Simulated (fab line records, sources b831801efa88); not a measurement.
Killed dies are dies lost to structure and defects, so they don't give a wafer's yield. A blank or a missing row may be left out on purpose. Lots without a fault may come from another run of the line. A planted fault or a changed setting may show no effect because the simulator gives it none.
Chamber matching | flow sfq_line | SFQ_TRILAYER_I4_VIA_ETCH_VIA_ETCH_106 on rie_diel-03: 4 sister chambers
The step etches SiO2 in CHF3, stops on Nb, target depth 260 nm. 14 wafers are shown with their chamber, then 7 later ones without.

WAFERS WITH THEIR CHAMBER
wafer  | chamber | oes_product_au (a.u.)
L074.4 | 3       | 0.848
L074.5 | 2       | 0.850
L074.6 | 3       | 0.859
L082.2 | 1       | 0.855
L082.5 | 3       | 0.853
L082.6 | 2       | 0.854
L085.1 | 2       | 0.858
L085.5 | 3       | 0.850
L085.6 | 0       | 0.848
L086.1 | 3       | 0.855
L086.5 | 3       | 0.852
L086.6 | 0       | 0.856
L090.1 | 3       | 0.853
L090.4 | 2       | 0.849

SIGNATURES (means of the wafers above)
reading        | chamber 0 | chamber 1 | chamber 2 | chamber 3 | scatter within a chamber
oes_product_au | 0.85200   | 0.85500   | 0.85275   | 0.85286   | 0.00397
Rule: a wafer's distance from a chamber is the root of the sum, over the readings, of the square of ((its reading less the chamber's mean) divided by the reading's scatter). The wafer belongs to the nearest chamber; if the next one is less than 2 further off, it can't be placed. The scatter: the root of (the sum of the squares of (reading less its chamber's mean) over the shown wafers, divided by (wafers less chambers)).

WAFERS WITHOUT THEIR CHAMBER
wafer  | oes_product_au (a.u.)
L090.6 | 0.855
L092.4 | 0.853
L092.5 | 0.859
L092.6 | 0.847
L096.1 | 0.853
L096.3 | 0.856
L096.6 | 0.856

WHICH CHAMBER EACH WENT THROUGH
wafer  | from the rows above               | in truth
L090.6 | can't be placed: 1 or 3 or 2 or 0 | 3
L092.4 | can't be placed: 3 or 2 or 0 or 1 | 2
L092.5 | can't be placed: 1 or 3 or 2 or 0 | 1
L092.6 | can't be placed: 0 or 2 or 3 or 1 | 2
L096.1 | can't be placed: 3 or 2 or 0 or 1 | 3
L096.3 | can't be placed: 1 or 3 or 2 or 0 | 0
L096.6 | can't be placed: 1 or 3 or 2 or 0 | 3
Placed correctly: 0 of 7. Can't be placed from these rows: 7 (the true chamber is among the candidates in 7). Placed wrongly: 0.
